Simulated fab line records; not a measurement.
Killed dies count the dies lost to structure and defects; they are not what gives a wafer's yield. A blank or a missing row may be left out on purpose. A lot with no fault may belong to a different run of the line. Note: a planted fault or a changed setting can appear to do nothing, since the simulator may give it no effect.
fab line records	flow gf180mcu	part 1 of 2: steps 1 to 24 of 35
record: lots: 5	wafers: 15	last_day: 32
route steps=602 shown V2@390 M3@409
lots with no fault: from the same line, run without faults
start_h: hours from the record's opening day to when the first of the lot's shown wafers began	wait_h: hours from the lot's prior step to this one	" repeats the value in the row above	L1.1+2: a row that stands for several wafers	- no value, or no start was given	* or withheld: withheld	< > ~ a bound
route shown NAME@n: a module of which the file shows steps, and the number in the route of the first	usual: mean/standard deviation taken from wafers without a fault	same: alike in all rows	chamber/n: place in a boat	sites: readings site by site	_std_site: standard deviation of those values	_edge_site: inner sites' mean taken away from outer sites' mean	radius_mm: how far each site lies from the wafer's centre	mask NAME#n: copy n	behind: the tool/chamber that last shaped the wafer	hold: what put the lot on hold/how long, in hours/how the hold closed	device: the transistor (n, p or np) that didn't switch	end of line: the tests these same wafers got at the end of their route	a step with no rows: only its recipe	killed: dies lost to structure and defects at the first sort, not the wafer's yield	map: shows each die of a wafer: x if killed, . if not, _ if none is there
set.NAME: the setting that was run; set.NAME@STEP: the one run at that earlier step	model.NAME: the simulator's own value behind a step, which no gauge read
lots at some steps of the route; a table a step, a row a wafer
services: when a tool's chamber went out of use (start_h, in hours from the record's first day, below 0 if earlier), for how many hours, and the reason
== steps ==
step: GF_V2_COAT_08
recipe: resist: BARC	temp_c: withheld	time_s: withheld	spin_rpm: withheld	resist_thk_nm: withheld
usual: dispense_pressure_kPa: 48.3/2.7
lot.wafer	tool	chamber	start_h	wait_h	dispense_pressure_kPa
L077.2	litho_track-01	0	473.83	0.1	51.6
L077.4	"	0	"	"	51.6
L077.6	"	0	"	"	51.6
L078.4	litho_track-02	0	485.83	0.1	45.4
L078.5	"	0	"	"	45.4
L078.6	"	0	"	"	45.4
L079.1	litho_track-01	0	497.76	0.1	51.6
L079.3	"	0	"	"	51.6
L079.6	"	0	"	"	51.6
L083.1	litho_track-01	0	533.86	0.1	51.6
L083.2	"	0	"	"	51.6
L083.4	"	0	"	"	51.6
L089.1	litho_track-02	0	585.76	0.1	45.3
L089.4	"	0	"	"	45.3
L089.6	"	0	"	"	45.2
step: GF_V2_COAT_09
recipe: resist: KrF	spin_rpm: withheld	resist_thk_nm: 1000
usual: dispense_pressure_kPa: 48.3/2.7
lot.wafer	tool	chamber	start_h	wait_h	dispense_pressure_kPa
L077.2	litho_track-01	0	-	-	51.6
L077.4	"	0	"	"	51.6
L077.6	"	0	"	"	51.7
L078.4	litho_track-02	0	-	-	45.3
L078.5	"	0	"	"	45.3
L078.6	"	0	"	"	45.3
L079.1	litho_track-01	0	-	-	51.7
L079.3	"	0	"	"	51.7
L079.6	"	0	"	"	51.7
L083.1	litho_track-01	0	-	-	51.7
L083.2	"	0	"	"	51.7
L083.4	"	0	"	"	51.7
L089.1	litho_track-02	0	-	-	45.3
L089.4	"	0	"	"	45.3
L089.6	"	0	"	"	45.3
step: GF_V2_SOFTBAKE_10
recipe: temp_c: 130	time_s: 60	resist: KrF
usual: heater_power_total_W: 93.05/0.06
lot.wafer	tool	chamber	start_h	wait_h	heater_power_total_W
L077.2	litho_track-01	0	-	-	93.09
L077.4	"	0	"	"	92.96
L077.6	"	0	"	"	93.10
L078.4	litho_track-02	0	-	-	93.10
L078.5	"	0	"	"	93.04
L078.6	"	0	"	"	93.01
L079.1	litho_track-01	0	-	-	93.00
L079.3	"	0	"	"	93.02
L079.6	"	0	"	"	93.00
L083.1	litho_track-01	0	-	-	93.09
L083.2	"	0	"	"	93.00
L083.4	"	0	"	"	93.01
L089.1	litho_track-02	0	-	-	93.15
L089.4	"	0	"	"	93.13
L089.6	"	0	"	"	93.10
step: GF_V2_EXPOSE_11
recipe: mask_id: Via2	target_cd_nm: 260	na: 0.68	source_shape: conventional	sigma_outer: 0.6	dose_mj: 38
usual: reticle_temp_C: 22.98/0.11
lot.wafer	tool	chamber	start_h	wait_h	mask	reticle_temp_C
L077.2	krf_scanner-02	0	-	-	Via2#0	23.16
L077.4	"	0	"	"	Via2#0	23.18
L077.6	"	0	"	"	Via2#0	23.18
L078.4	krf_scanner-01	0	-	-	Via2#0	22.84
L078.5	"	0	"	"	Via2#0	23.02
L078.6	"	0	"	"	Via2#0	22.97
L079.1	krf_scanner-01	0	-	-	Via2#0	22.98
L079.3	"	0	"	"	Via2#0	22.82
L079.6	"	0	"	"	Via2#0	22.97
L083.1	krf_scanner-01	0	-	-	Via2#0	23.17
L083.2	"	0	"	"	Via2#0	23.01
L083.4	"	0	"	"	Via2#0	23.05
L089.1	krf_scanner-02	0	-	-	Via2#0	22.93
L089.4	"	0	"	"	Via2#0	22.73
L089.6	"	0	"	"	Via2#0	22.97
step: GF_V2_PEB_12
recipe: peb_temp_c: 135	peb_time_s: 90	resist: KrF
usual: heater_power_total_W: 85.69/0.08
lot.wafer	tool	chamber	start_h	wait_h	heater_power_total_W
L077.2	litho_track-03	0	-	-	85.75
L077.4	"	0	"	"	85.78
L077.6	"	0	"	"	85.85
L078.4	litho_track-02	0	-	-	85.81
L078.5	"	0	"	"	85.76
L078.6	"	0	"	"	85.55
L079.1	litho_track-02	0	-	-	85.73
L079.3	"	0	"	"	85.66
L079.6	"	0	"	"	85.84
L083.1	litho_track-02	0	-	-	85.81
L083.2	"	0	"	"	85.58
L083.4	"	0	"	"	85.64
L089.1	litho_track-01	0	-	-	85.58
L089.4	"	0	"	"	85.69
L089.6	"	0	"	"	85.79
step: GF_V2_DEVELOP_13
recipe: develop_time_s: 60	resist: KrF	dev_temp_c: 21
lot.wafer	tool	chamber	start_h	wait_h
L077.2+4+6	litho_track-03	0	485.82	0.2
L078.4+5+6	litho_track-02	0	497.98	0.1
L079.1+3+6	litho_track-02	0	509.36	0.2
L083.1+2+4	litho_track-02	0	545.36	0.2
L089.1+4+6	litho_track-01	0	596.71	0.2
step: GF_V2_CD_MEAS_14
recipe: target_cd_nm: 260
usual: cd_nm: 259.7/1.2
lot.wafer	tool	chamber	start_h	wait_h	cd_nm
L077.2	cd_sem-01	-	485.97	0.1	261.4
L077.4	"	-	"	"	261.3
L077.6	"	-	"	"	260.4
L078.4	cd_sem-01	-	498.12	0.1	257.9
L078.5	"	-	"	"	259.8
L078.6	"	-	"	"	259.3
L079.1	cd_sem-01	-	509.51	0.1	260.7
L079.3	"	-	"	"	259.5
L079.6	"	-	"	"	259.2
L083.1	cd_sem-02	-	545.51	0.1	259.2
L083.2	"	-	"	"	257.4
L083.4	"	-	"	"	258.4
L089.1	cd_sem-02	-	596.86	0.1	260.4
L089.4	"	-	"	"	260.3
L089.6	"	-	"	"	261.2
step: GF_V2_OVL_MEAS_15
usual: V2_OVL: 2/4.9
lot.wafer	tool	chamber	start_h	wait_h	V2_OVL[nm]
L077.2	overlay-01	-	486.07	0.1	0
L077.4	"	-	"	"	-5
L077.6	"	-	"	"	-4
L078.4	overlay-01	-	498.20	0.1	-3
L078.5	"	-	"	"	5
L078.6	"	-	"	"	8
L079.1	overlay-01	-	509.63	0.1	4
L079.3	"	-	"	"	5
L079.6	"	-	"	"	0
L083.1	overlay-01	-	545.63	0.1	4
L083.2	"	-	"	"	3
L083.4	"	-	"	"	2
L089.1	overlay-02	-	596.98	0.1	2
L089.4	"	-	"	"	-7
L089.6	"	-	"	"	-8
step: GF_V2_ETCH_16
recipe: chemistry: N2/H2	target_depth_a: withheld	overetch_a: withheld	time_s: withheld	target: BARC	ion_energy_ev: 200	source_w: 500	bias_w: 100	pressure_mtorr: 30	n2_flow_sccm: 100	h2_flow_sccm: 200
usual: drypump_motor_current_A: 5.7/0.52	oes_product_au: 0.856/0.0051	throttle_valve_pct: 13.225/0.0088
lot.wafer	tool	chamber	start_h	wait_h	drypump_motor_current_A	oes_product_au	throttle_valve_pct
L077.2	rie_diel-04	3	486.10	0.0	5.7	0.858	13.232
L077.4	"	1	"	"	5.2	0.854	13.219
L077.6	"	2	"	"	4.8	0.848	13.228
L078.4	rie_diel-02	0	498.22	0.0	6.0	0.856	13.210
L078.5	"	0	"	"	5.9	0.853	13.229
L078.6	"	3	"	"	5.9	0.858	13.218
L079.1	rie_diel-01	2	509.67	0.0	5.4	0.855	13.218
L079.3	"	0	"	"	5.4	0.864	13.251
L079.6	"	1	"	"	6.1	0.857	13.246
L083.1	rie_diel-02	2	545.67	0.0	4.8	0.855	13.230
L083.2	"	1	"	"	5.8	0.845	13.221
L083.4	"	3	"	"	5.9	0.849	13.233
L089.1	rie_diel-01	1	597.01	0.0	6.1	0.855	13.221
L089.4	"	3	"	"	6.7	0.855	13.242
L089.6	"	0	"	"	5.4	0.850	13.228
step: GF_V2_ETCH_17
recipe: chemistry: C4F8/O2/Ar	mask_material: KrF	target: SiO2	stop_on: TiN	source_w: 1500	bias_w: 1200	pressure_mtorr: 40	c4f8_flow_sccm: withheld	O2_flow_sccm: 6	Ar_flow_sccm: 300	time_s: withheld	target_depth_a: 6300
usual: oes_product_au: 0.855/0.0044
lot.wafer	tool	chamber	start_h	wait_h	oes_product_au
L077.2	rie_diel-04	3	-	-	0.848
L077.4	"	1	"	"	0.858
L077.6	"	2	"	"	0.849
L078.4	rie_diel-02	0	-	-	0.853
L078.5	"	0	"	"	0.858
L078.6	"	3	"	"	0.854
L079.1	rie_diel-01	2	-	-	0.852
L079.3	"	0	"	"	0.858
L079.6	"	1	"	"	0.855
L083.1	rie_diel-02	2	-	-	0.852
L083.2	"	1	"	"	0.856
L083.4	"	3	"	"	0.857
L089.1	rie_diel-01	1	-	-	0.854
L089.4	"	3	"	"	0.859
L089.6	"	0	"	"	0.856
step: GF_V2_STRIP_18
recipe: chemistry: O2/N2	power_w: 1400	pressure_mtorr: 1500	platen_temp_c: 250	o2_flow_sccm: 3000	n2_flow_sccm: 300	overash_fraction: 0.5
usual: drypump_motor_current_A: 5.9/0.63	heater_power_w: 319/27	oes_product_au: 0.593/0.0051
lot.wafer	tool	chamber	start_h	wait_h	drypump_motor_current_A	heater_power_w	oes_product_au	rf_hours_counter_h
L077.2	plasma_asher-03	0	486.23	-	6.6	351	0.592	6
L077.4	"	0	"	"	6.7	364	0.592	-
L077.6	"	0	"	"	6.7	345	0.597	-
L078.4	plasma_asher-03	0	498.38	-	6.6	349	0.588	-
L078.5	"	1	"	"	5.2	323	0.593	-
L078.6	"	0	"	"	6.7	347	0.593	-
L079.1	plasma_asher-02	1	509.79	-	5.5	309	0.600	41
L079.3	"	0	"	"	5.7	322	0.595	-
L079.6	"	1	"	"	5.6	312	0.597	-
L083.1	plasma_asher-03	0	545.79	-	6.6	352	0.594	13
L083.2	"	1	"	"	5.2	326	0.601	13
L083.4	"	1	"	"	5.2	320	0.583	-
L089.1	plasma_asher-03	0	597.14	-	6.6	357	0.591	18
L089.4	"	1	"	"	5.2	325	0.584	-
L089.6	"	1	"	"	5.2	319	0.598	-
step: GF_V2_STRIP_19
recipe: chemistry: post_etch_residue_remover	time_s: 1200	temp_c: 72.5
usual: bath_guard_temp_C: 72.3/0.47
lot.wafer	tool	chamber	start_h	wait_h	bath_guard_temp_C
L077.2	wet_bench-04	2	486.33	0.1	71.8
L077.4	"	2	"	"	71.8
L077.6	"	2	"	"	72.3
L078.4	wet_bench-01	3	498.44	0.0	72.2
L078.5	"	3	"	"	72.2
L078.6	"	3	"	"	72.3
L079.1	wet_bench-02	1	509.89	0.1	72.3
L079.3	"	1	"	"	72.5
L079.6	"	1	"	"	72.4
L083.1	wet_bench-02	0	545.89	0.1	71.8
L083.2	"	0	"	"	72.0
L083.4	"	0	"	"	71.8
L089.1	wet_bench-04	3	597.24	0.1	72.0
L089.4	"	3	"	"	72.0
L089.6	"	3	"	"	71.8
step: GF_V2_CLEAN_20
recipe: chemistry: DIW	dry: n2_spin
lot.wafer	tool	chamber	start_h	wait_h
L077.2+4+6	wet_bench-02	0	486.68	0.0
L078.4+5+6	wet_bench-02	0	498.79	0.0
L079.1+3+6	wet_bench-01	3	510.24	0.0
L083.1+2+4	wet_bench-04	3	546.24	0.0
L089.1+4+6	wet_bench-01	2	597.62	0.0
step: GF_V2_SPUTTER_21
recipe: material: Ti	target_thk_nm: 15	chamber_pressure_pa: 5	power_w: 2500	substrate_temp_c: 200	time_s: 80.02
usual: cathode_dc_power_W: 2500.0/0.44	throttle_valve_pct: 29.9/1
lot.wafer	tool	chamber	start_h	wait_h	cathode_dc_power_W	throttle_valve_pct
L077.2	pvd_sputter-03	-	486.77	0.0	2500.2	30.7
L077.4	"	-	"	"	2500.8	28.6
L077.6	"	-	"	"	2499.6	30.5
L078.4	pvd_sputter-03	-	498.88	0.0	2499.3	29.9
L078.5	"	-	"	"	2499.8	28.8
L078.6	"	-	"	"	2500.6	30.4
L079.1	pvd_sputter-01	-	510.34	0.0	2499.8	31.0
L079.3	"	-	"	"	2499.0	30.7
L079.6	"	-	"	"	2500.1	29.3
L083.1	pvd_sputter-04	-	546.33	0.0	2499.6	31.0
L083.2	"	-	"	"	2499.4	28.0
L083.4	"	-	"	"	2499.9	29.2
L089.1	pvd_sputter-01	-	597.71	0.0	2500.5	30.8
L089.4	"	-	"	"	2499.7	29.1
L089.6	"	-	"	"	2499.3	29.2
step: GF_V2_SPUTTER_22
recipe: material: TiN	target_thk_nm: 10	chamber_pressure_pa: 5	power_w: 4000	time_s: 40
usual: cathode_dc_power_W: 4000.0/0.79	throttle_valve_pct: 29.9/1
lot.wafer	tool	chamber	start_h	wait_h	cathode_dc_power_W	throttle_valve_pct
L077.2	pvd_sputter-03	-	486.83	0.0	4000.7	30.4
L077.4	"	-	"	"	3999.7	28.6
L077.6	"	-	"	"	3999.9	30.6
L078.4	pvd_sputter-03	-	498.94	0.0	4000.9	30.1
L078.5	"	-	"	"	4000.0	28.4
L078.6	"	-	"	"	4000.5	30.7
L079.1	pvd_sputter-01	-	510.40	0.0	4000.5	31.1
L079.3	"	-	"	"	4000.8	30.6
L079.6	"	-	"	"	3998.8	29.6
L083.1	pvd_sputter-04	-	546.39	0.0	4000.1	30.9
L083.2	"	-	"	"	4000.4	28.3
L083.4	"	-	"	"	4000.4	29.0
L089.1	pvd_sputter-01	-	597.77	0.0	4000.8	30.8
L089.4	"	-	"	"	4000.0	29.6
L089.6	"	-	"	"	4000.7	29.1
step: GF_V2_CVD_23
recipe: material: W	target_thk_nm: 350	time_s: 104.94	temp_c: 400	pressure_torr: 40
usual: heater_power_w: 876/51	susceptor_temp_C: 399.99/0.21
lot.wafer	tool	chamber	start_h	wait_h	heater_power_w	susceptor_temp_C
L077.2	cvd_w-01	1	486.87	0.0	915	400.04
L077.4	"	0	"	"	932	399.91
L077.6	"	0	"	"	905	400.00
L078.4	cvd_w-02	1	499.02	0.1	850	399.68
L078.5	"	0	"	"	795	400.14
L078.6	"	1	"	"	833	399.58
L079.1	cvd_w-01	1	510.44	0.0	929	400.26
L079.3	"	0	"	"	913	400.32
L079.6	"	0	"	"	922	400.11
L083.1	cvd_w-02	1	546.43	0.0	866	400.06
L083.2	"	0	"	"	810	400.39
L083.4	"	0	"	"	797	400.33
L089.1	cvd_w-02	1	597.81	0.0	852	399.96
L089.4	"	1	"	"	853	400.10
L089.6	"	1	"	"	837	399.85
step: GF_V2_RS_MEAS_24
recipe: thk_meas_gauge: four-point-probe	reads: W_of_V2_CVD_23+TiN_of_V2_SPUTTER_22+Ti_of_V2_SPUTTER_21
usual: V2_W_RS: 0.328/0.0034
lot.wafer	tool	chamber	start_h	wait_h	V2_W_RS[ohm/sq]
L077.2	film_metro-01	-	487.00	0.1	0.329
L077.4	"	-	"	"	0.327
L077.6	"	-	"	"	0.321
L078.4	film_metro-01	-	499.15	0.1	0.333
L078.5	"	-	"	"	0.337
L078.6	"	-	"	"	0.339
L079.1	film_metro-01	-	510.55	0.1	0.330
L079.3	"	-	"	"	0.326
L079.6	"	-	"	"	0.322
L083.1	film_metro-04	-	546.54	0.1	0.325
L083.2	"	-	"	"	0.324
L083.4	"	-	"	"	0.325
L089.1	film_metro-01	-	597.92	0.1	0.330
L089.4	"	-	"	"	0.327
L089.6	"	-	"	"	0.331
step: GF_V2_THK_MEAS_25
recipe: thk_meas_gauge: xrf	reads: W_of_V2_CVD_23
usual: V2_W_THK: 353/4.6
lot.wafer	tool	chamber	start_h	wait_h	V2_W_THK[nm]
L077.2	film_metro-01	-	487.11	0.1	353
L077.4	"	-	"	"	353
L077.6	"	-	"	"	358
L078.4	film_metro-01	-	499.24	0.1	345
L078.5	"	-	"	"	343
L078.6	"	-	"	"	341
L079.1	film_metro-01	-	510.67	0.1	350
L079.3	"	-	"	"	354
L079.6	"	-	"	"	360
L083.1	film_metro-04	-	546.66	0.1	352
L083.2	"	-	"	"	352
L083.4	"	-	"	"	351
L089.1	film_metro-01	-	598.04	0.1	350
L089.4	"	-	"	"	350
L089.6	"	-	"	"	349
step: GF_V2_CMP_26
recipe: stop_on: SiO2	down_force_psi: 3.5	platen_rpm: 60	t_overpolish_s: 15	target_thk_nm: 0	pad_velocity_m_s: 0.94248
usual: motor_current_A: 11.2/1	overpolish_run_s: 15.000/0.0098	time_to_endpoint_s: 85.0/3
lot.wafer	tool	chamber	start_h	wait_h	motor_current_A	overpolish_run_s	time_to_endpoint_s
L077.2	cmp-01	2	487.21	0.1	10.7	15.000	82.1
L077.4	"	0	"	"	12.9	15.006	82.9
L077.6	"	1	"	"	10.3	14.995	83.7
L078.4	cmp-01	1	499.27	0.0	10.4	15.006	80.8
L078.5	"	1	"	"	9.9	15.002	82.5
L078.6	"	2	"	"	10.7	14.994	80.8
L079.1	cmp-01	0	510.73	0.1	12.4	14.992	82.9
L079.3	"	1	"	"	9.8	14.996	81.8
L079.6	"	1	"	"	9.9	15.006	82.3
L083.4	cmp-01	3	546.72	0.0	12.6	15.006	85.4
L083.2	"	0	"	"	12.8	14.999	85.8
L083.1	"	1	"	"	10.6	15.001	84.3
L089.1	cmp-02	0	598.10	0.1	10.1	14.993	82.7
L089.4	"	2	"	"	11.2	14.994	81.0
L089.6	"	1	"	"	11.7	15.004	81.3
step: GF_M3_SPUTTER_00
recipe: material: Ti	target_thk_nm: 37.5	arriving_ion_energy_ev: 80	substrate_temp_c: 200	chamber_pressure_pa: 2	power_w: 4000	time_s: 150
usual: cathode_dc_power_W: 3999.9/0.74	throttle_valve_pct: 29.6/1.1
lot.wafer	tool	chamber	start_h	wait_h	cathode_dc_power_W	throttle_valve_pct
L077.2	pvd_sputter-02	-	487.46	0.2	3999.9	27.8
L077.4	"	-	"	"	3998.8	30.1
L077.6	"	-	"	"	4001.1	27.9
L078.4	pvd_sputter-02	-	499.57	0.2	4000.4	31.3
L078.5	"	-	"	"	4000.2	31.2
L078.6	"	-	"	"	3999.3	28.0
L079.1	pvd_sputter-02	-	511.03	0.2	4000.4	30.2
L079.3	"	-	"	"	4000.4	31.2
L079.6	"	-	"	"	3999.5	29.5
L083.1	pvd_sputter-02	-	547.02	0.1	3999.1	29.2
L083.2	"	-	"	"	3999.2	30.4
L083.4	"	-	"	"	4000.2	28.2
L089.1	pvd_sputter-03	-	598.40	0.2	3999.1	30.4
L089.4	"	-	"	"	3998.6	30.1
L089.6	"	-	"	"	3999.4	30.2
step: GF_M3_SPUTTER_01
recipe: material: TiN	target_thk_nm: 30	power_w: 6500	time_s: 25	chamber_pressure_pa: 0.4
usual: cathode_dc_power_W: 6499.9/1.1	throttle_valve_pct: 29.7/1.1
lot.wafer	tool	chamber	start_h	wait_h	cathode_dc_power_W	throttle_valve_pct
L077.2	pvd_sputter-02	-	487.56	0.1	6498.8	28.2
L077.4	"	-	"	"	6501.9	30.0
L077.6	"	-	"	"	6501.2	27.9
L078.4	pvd_sputter-02	-	499.67	0.1	6500.4	31.3
L078.5	"	-	"	"	6500.9	31.2
L078.6	"	-	"	"	6499.6	28.2
L079.1	pvd_sputter-02	-	511.13	0.1	6499.6	30.2
L079.3	"	-	"	"	6499.7	31.4
L079.6	"	-	"	"	6501.5	29.4
L083.1	pvd_sputter-02	-	547.12	0.1	6499.3	29.7
L083.2	"	-	"	"	6500.5	30.2
L083.4	"	-	"	"	6498.7	28.0
L089.1	pvd_sputter-03	-	598.50	0.1	6498.6	30.5
L089.4	"	-	"	"	6500.6	30.3
L089.6	"	-	"	"	6499.8	30.7
step: GF_M3_SPUTTER_02
recipe: material: AlCu	target_thk_nm: 450	power_w: 10600	time_s: 23.9	chamber_pressure_pa: 0.4
usual: cathode_dc_power_W: 10600/1.8	throttle_valve_pct: 29.7/1.2
lot.wafer	tool	chamber	start_h	wait_h	cathode_dc_power_W	throttle_valve_pct
L077.2	pvd_sputter-02	-	487.59	0.0	10598	28.1
L077.4	"	-	"	"	10600	30.3
L077.6	"	-	"	"	10599	28.2
L078.4	pvd_sputter-02	-	499.70	0.0	10598	31.4
L078.5	"	-	"	"	10597	31.6
L078.6	"	-	"	"	10600	28.2
L079.1	pvd_sputter-02	-	511.16	0.0	10600	30.0
L079.3	"	-	"	"	10596	31.4
L079.6	"	-	"	"	10602	29.7
L083.1	pvd_sputter-02	-	547.15	0.0	10603	29.6
L083.2	"	-	"	"	10596	30.0
L083.4	"	-	"	"	10598	28.4
L089.1	pvd_sputter-03	-	598.53	0.0	10599	30.6
L089.4	"	-	"	"	10601	29.9
L089.6	"	-	"	"	10602	30.6
step: GF_M3_SPUTTER_03
recipe: material: Ti	target_thk_nm: 10	substrate_temp_c: 300	chamber_pressure_pa: 0.3	power_w: 3000	time_s: 6.7
usual: cathode_dc_power_W: 3000.0/0.54	throttle_valve_pct: 29.6/1.1
lot.wafer	tool	chamber	start_h	wait_h	cathode_dc_power_W	throttle_valve_pct
L077.2	pvd_sputter-02	-	487.62	0.0	2999.4	28.1
L077.4	"	-	"	"	2999.7	30.0
L077.6	"	-	"	"	3000.5	28.0
L078.4	pvd_sputter-02	-	499.73	0.0	3000.6	31.3
L078.5	"	-	"	"	2998.9	31.2
L078.6	"	-	"	"	2999.5	28.0
L079.1	pvd_sputter-02	-	511.19	0.0	2999.7	30.0
L079.3	"	-	"	"	2999.9	31.4
L079.6	"	-	"	"	3000.8	29.7
L083.1	pvd_sputter-02	-	547.18	0.0	2999.5	29.6
L083.2	"	-	"	"	3000.2	30.1
L083.4	"	-	"	"	2999.0	27.9
L089.1	pvd_sputter-03	-	598.56	0.0	3000.6	30.7
L089.4	"	-	"	"	2999.6	29.8
L089.6	"	-	"	"	3000.4	30.3
step: GF_M3_SPUTTER_04
recipe: material: TiN	target_thk_nm: 50	power_w: 6500	time_s: 41.7	chamber_pressure_pa: 0.4
usual: cathode_dc_power_W: 6499.9/1.2	throttle_valve_pct: 29.7/1.1
lot.wafer	tool	chamber	start_h	wait_h	cathode_dc_power_W	throttle_valve_pct
L077.2	pvd_sputter-02	-	487.64	0.0	6497.8	28.1
L077.4	"	-	"	"	6503.3	30.2
L077.6	"	-	"	"	6499.9	28.1
L078.4	pvd_sputter-02	-	499.75	0.0	6498.0	31.3
L078.5	"	-	"	"	6499.4	31.6
L078.6	"	-	"	"	6500.8	28.1
L079.1	pvd_sputter-02	-	511.21	0.0	6500.2	30.2
L079.3	"	-	"	"	6498.9	31.3
L079.6	"	-	"	"	6500.2	29.4
L083.1	pvd_sputter-02	-	547.20	0.0	6501.8	29.6
L083.2	"	-	"	"	6500.9	30.0
L083.4	"	-	"	"	6501.7	28.2
L089.1	pvd_sputter-03	-	598.58	0.0	6499.1	30.4
L089.4	"	-	"	"	6499.5	30.1
L089.6	"	-	"	"	6498.5	30.4
